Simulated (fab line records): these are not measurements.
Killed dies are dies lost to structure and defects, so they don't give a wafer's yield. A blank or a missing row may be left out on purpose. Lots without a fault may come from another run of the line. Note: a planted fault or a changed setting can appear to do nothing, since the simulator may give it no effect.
Shared-tool check    flow sky130    30 wafers sampled across 10 lots

== THE REASON FOR OPENING IT ==
Of 10 lots, 1 have the reading SPACER_CVD_00_THK flagged at SKY_SPACER_THK_MEAS_01. Fault-free wafers read 42.9 nm, with a standard deviation of 0.42.
Rule: a lot is flagged in two cases, either no wafer of it has a number, or all its wafers with numbers fall more than 4 standard deviations from that mean. All remaining lots are regarded as sound.

lot   measured      on             SPACER_CVD_00_THK (nm), wafer by wafer  flag
L646  day 22 23:25  film_metro-04  42.3 42.4 42.8                          
L649  day 24 03:11  film_metro-04  43.3 43.4 43.5                          
L648  day 24 04:24  film_metro-01  42.9 42.7 43.1                          
L651  day 25 03:08  film_metro-04  43.1 43.1 43.1                          
L653  day 25 12:43  film_metro-02  42.8 42.7 42.8                          
L656  day 26 12:34  film_metro-04  44.0 44.0 43.7                          
L658  day 27 16:05  film_metro-02  43.5 43.4 43.9                          
L664  day 29 17:26  film_metro-01  43.0 42.8 42.9                          
L665  day 29 21:47  film_metro-02  42.9 42.6 42.8                          
L667  day 30 20:48  film_metro-02  60.7 60.8 60.4                          FLAGGED
The mean of the flagged lots' numbers is 60.6 nm, +17.7 nm from the usual (+42 standard deviations).

== WHICH TOOL EACH LOT WENT THROUGH ==
2 process steps preceding the reading are held in the record, out of 708 steps in the route. Read each cell as the tool, then ch plus the chambers that the sampled wafers visited, then the start.
lot   flag     SKY_VT_ADJUST_HVTP_STRIP_10           SKY_SPACER_CVD_00
L646           plasma_asher-04 ch 0,1, day 6 09:01   lpcvd-02 ch 0, day 22 22:11
L649           plasma_asher-03 ch 0,1, day 6 21:26   lpcvd-02 ch 1, day 24 01:59
L648           plasma_asher-03 ch 0,1, day 6 18:15   lpcvd-02 ch 1, day 24 03:11
L651           plasma_asher-01 ch 0,1, day 7 16:36   lpcvd-02 ch 1, day 25 01:56
L653           plasma_asher-04 ch 0,1, day 8 01:49   lpcvd-02 ch 1, day 25 11:30
L656           plasma_asher-03 ch 1, day 8 14:32     lpcvd-02 ch 0, day 26 11:21
L658           plasma_asher-04 ch 0,1, day 9 11:40   lpcvd-02 ch 0, day 27 14:52
L664           plasma_asher-01 ch 0,1, day 11 04:46  lpcvd-02 ch 0, day 29 16:14
L665           plasma_asher-04 ch 0,1, day 11 09:32  lpcvd-02 ch 0, day 29 20:35
L667  FLAGGED  plasma_asher-04 ch 0,1, day 12 05:50  lpcvd-02 ch 0, day 30 19:35
What is done by these steps:
- SKY_VT_ADJUST_HVTP_STRIP_10: strips in O2/N2.
- SKY_SPACER_CVD_00: deposits Si3N4 from DCS/NH3, target thk 43.1 nm, time 740 s.
- SKY_SPACER_THK_MEAS_01

== FLAGGED OVER TOTAL, TOOL BY TOOL (the gauges that took the reading come last) ==
step                         tool             lots run  flagged  share of the flagged lots  sound lots run after its first flagged lot
SKY_VT_ADJUST_HVTP_STRIP_10  plasma_asher-01  2         0        none                       -
SKY_VT_ADJUST_HVTP_STRIP_10  plasma_asher-03  3         0        none                       -
SKY_VT_ADJUST_HVTP_STRIP_10  plasma_asher-04  5         1        all                        0
SKY_SPACER_CVD_00            lpcvd-02         10        1        all                        0
SKY_SPACER_THK_MEAS_01       film_metro-01    2         0        none                       -
SKY_SPACER_THK_MEAS_01       film_metro-02    4         1        all                        0
SKY_SPACER_THK_MEAS_01       film_metro-04    4         0        none                       -

== WHAT THE TABLE PERMITS ==
In the table, 3 rows ran each flagged lot (plasma_asher-04 at SKY_VT_ADJUST_HVTP_STRIP_10; lpcvd-02 at SKY_SPACER_CVD_00; film_metro-02 at SKY_SPACER_THK_MEAS_01).
- plasma_asher-04 at SKY_VT_ADJUST_HVTP_STRIP_10 ran 5 lots, 1 of them flagged. Its last sound lot is L665 (day 11 09:32), its first flagged lot L667 (day 12 05:50): a fault that began between those two fits.
- lpcvd-02 at SKY_SPACER_CVD_00 ran 10 lots, 1 of them flagged. Its last sound lot is L665 (day 29 20:35), its first flagged lot L667 (day 30 19:35): a fault that began between those two fits.
- film_metro-02 at SKY_SPACER_THK_MEAS_01 ran 4 lots, 1 of them flagged. Its last sound lot is L665 (day 29 21:47), its first flagged lot L667 (day 30 20:48): a fault that began between those two fits.
Counting lots can't tell these 3 tools apart, because each fits a fault that began at some hour. More lots, or a look at what each step does to the wafer, might.

== WHAT WAS PUT IN BY THE SIMULATOR ==
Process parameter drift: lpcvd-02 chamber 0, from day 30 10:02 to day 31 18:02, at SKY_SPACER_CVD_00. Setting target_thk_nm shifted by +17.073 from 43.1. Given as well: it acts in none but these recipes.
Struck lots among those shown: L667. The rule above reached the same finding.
